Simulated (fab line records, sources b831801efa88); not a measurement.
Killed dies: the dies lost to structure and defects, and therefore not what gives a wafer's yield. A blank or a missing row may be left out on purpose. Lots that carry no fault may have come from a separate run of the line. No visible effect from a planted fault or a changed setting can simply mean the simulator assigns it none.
A lot that was struck, set against a sound lot + flow gf180mcu + 43 steps out of a route of 602
Sound: wafers L403.2, L403.3, L403.5. Struck: wafer L413.6 (left out: L413.4, L413.5 of the same lot, which were not struck); the cause appears at the end.
Each step with rows lists, per side, the tool, then ch with its chambers, then its first start. Under that, the readings that differ: sound wafers + struck wafers + difference of the means + sigmas: that difference in standard deviations of wafers without a fault.
alike: same words and numbers on both sides, and readings whose means sit less than 2 such deviations apart. not compared: any withheld reading, any reading some wafer has no value for, any bound like >300 that may hide the same value, and any number with overlapping values for which the record gives no deviation.
A row with sigmas, a row that says differs or no value, or rows on one side alone: a step with any of these is where the two part. Numbers that don't overlap but have no deviation are shown without sigmas and don't part them. A reading that every wafer of one side lacks parts them only if that side has two wafers or more.

first, 3 steps without rows for these wafers: GF_V4_EXPOSE_11 (exposes mask Via4, target cd 260 nm); GF_V4_PEB_12 (peb time 90 s); GF_V4_DEVELOP_13 (develop time 60 s).
GF_V4_CD_MEAS_14 targets a cd of 260 nm.
  sound on cd sem-01, day 27 02:17; struck on cd sem-02, day 29 19:28
  alike: cd nm
GF_V4_OVL_MEAS_15:
  sound on overlay-01, day 27 02:23; struck on overlay-01, day 29 19:33
| reading     | sound   | struck | difference | sigmas |
|-------------|---------|--------|------------|--------|
| V4_OVL (nm) | 5 -7 -5 | 8      | +10        | +2     |
then, 1 step without rows for these wafers: GF_V4_ETCH_16 (etches BARC in N2/H2).
GF_V4_ETCH_17: etches SiO2 in C4F8/O2/Ar, stops on TiN, target depth 630 nm.
  sound: rie diel-01 ch 1,2,3; struck: rie diel-03 ch 3
  alike: oes product au
GF_V4_STRIP_18: strips in O2/N2.
  sound on plasma asher-04 ch 0,1, day 27 02:32; struck on plasma asher-04 ch 0, day 29 19:44
| reading               | sound             | struck | difference | sigmas |
|-----------------------|-------------------|--------|------------|--------|
| oes product au (a.u.) | 0.586 0.587 0.592 | 0.601  | +0.013     | +2     |
  alike: drypump motor current A, heater power w
  not compared: rf hours counter h
then, 4 steps without rows for these wafers: GF_V4_STRIP_19 (strips in post etch residue remover, time 1200 s); GF_V4_CLEAN_20 (cleans in DIW); GF_V4_SPUTTER_21 (material Ti, target thk 15 nm, time 80.02 s); GF_V4_SPUTTER_22 (material TiN, target thk 10 nm, time 40 s).
GF_V4_CVD_23: deposits W, target thk 350 nm, time 104.9 s.
  sound on cvd w-01 ch 0,1, day 27 03:11; struck on cvd w-01 ch 1, day 29 20:22
  alike: heater power w
GF_V4_RS_MEAS_24: measures by four-point-probe.
  sound on film metro-03, day 27 03:19; struck on film metro-02, day 29 20:31
  alike: V4_W_RS
GF_V4_THK_MEAS_25: measures by xrf.
  sound on film metro-03, day 27 03:25; struck on film metro-02, day 29 20:36
  alike: V4_W_THK
then, 4 steps without rows for these wafers: GF_V4_CMP_26 (polishes, stops on SiO2, t overpolish 15 s, target thk 0 nm); GF_MIM_SPUTTER_00 (material Ti, target thk 37.5 nm, time 150 s); GF_MIM_SPUTTER_01 (material TiN, target thk 30 nm, time 25 s); GF_MIM_SPUTTER_02 (material AlCu, target thk 450 nm, time 23.9 s).
GF_MIM_SPUTTER_03: material Ti, target thk 10 nm, time 6.7 s.
  sound on pvd sputter-03, day 27 03:56; struck on pvd sputter-01, day 29 21:05
  alike: throttle valve pct
then, 2 steps without rows for these wafers: GF_MIM_SPUTTER_04 (material TiN, target thk 50 nm, time 41.7 s); GF_MIM_CVD_05 (deposits Si3N4, target thk 42 nm, time 29.086 s).
GF_MIM_THK_MEAS_06:
  sound on film metro-01, day 27 04:02; struck on film metro-03, day 29 21:13
| reading             | sound          | struck | difference | sigmas |
|---------------------|----------------|--------|------------|--------|
| MIM_CVD_05_THK (nm) | 40.8 40.9 41.7 | 42.4   | +1.3       | +3     |
GF_MIM_SPUTTER_07: material TiN, target thk 60 nm, time 50 s.
  sound on pvd sputter-01, day 27 04:05; struck on pvd sputter-02, day 29 21:14
| reading                | sound          | struck | difference | sigmas |
|------------------------|----------------|--------|------------|--------|
| throttle valve pct (%) | 30.6 31.1 29.0 | 28.4   | -1.8       | -2     |
then, 2 steps without rows for these wafers: GF_MIM_SPUTTER_08 (material AlCu, target thk 200 nm, time 10.6 s); GF_MIM_SPUTTER_09 (material TiN, target thk 35 nm, time 29.2 s).
GF_MIM_RS_MEAS_10: measures by four-point-probe.
  sound on film metro-03, day 27 04:12; struck on film metro-01, day 29 21:24
  alike: MIM_ALCU_RS
GF_MIM_THK_MEAS_11: measures by xrf.
  sound on film metro-03, day 27 04:19; struck on film metro-01, day 29 21:29
  alike: MIM_ALCU_THK
then, 8 steps without rows for these wafers: GF_MIM_DEHYDRATE_12 (time 60 s); GF_MIM_HMDS_13 (prime time 60 s); GF_MIM_COAT_14 (resist thk 1000 nm); GF_MIM_SOFTBAKE_15 (time 60 s); GF_MIM_EXPOSE_16 (exposes mask FuseTop, target cd 2000 nm); GF_MIM_PEB_17; GF_MIM_DEVELOP_18 (develop time 60 s); GF_MIM_METAL_ETCH_19 (etches the open film in Cl2/BCl3, stops on Si3N4, target depth 324.5 nm, time 54.1 s).
GF_MIM_STRIP_20: strips in O2/N2.
  sound on plasma asher-02 ch 0,1, day 28 00:07; struck on plasma asher-03 ch 1, day 30 16:07
  alike: drypump motor current A, heater power w, oes product au, strip time to endpoint s
  not compared: rf hours counter h
then, 5 steps without rows for these wafers: GF_MIM_STRIP_21 (strips in post etch residue remover, time 1200 s); GF_MIM_CLEAN_22 (cleans in DIW); GF_M5_DEHYDRATE_00 (time 60 s); GF_M5_HMDS_01 (prime time 60 s); GF_M5_COAT_02 (resist thk 1000 nm).
-- the record jumps here: 3 days lie between the struck wafers' starts before and after (it left off in module M5 and takes up again in module PASSIVATION, whose first step shown is number 602 of the route) --
GF_PASSIVATION_PROBE_99:
  rows exist in the record for the struck wafers here (prober-01, day 33 18:56), but not for the sound ones

== WHERE THEY PART ==
Last at GF_PASSIVATION_PROBE_99 as far as this record goes, first at GF_V4_OVL_MEAS_15.

WHY: whatever the simulator had introduced
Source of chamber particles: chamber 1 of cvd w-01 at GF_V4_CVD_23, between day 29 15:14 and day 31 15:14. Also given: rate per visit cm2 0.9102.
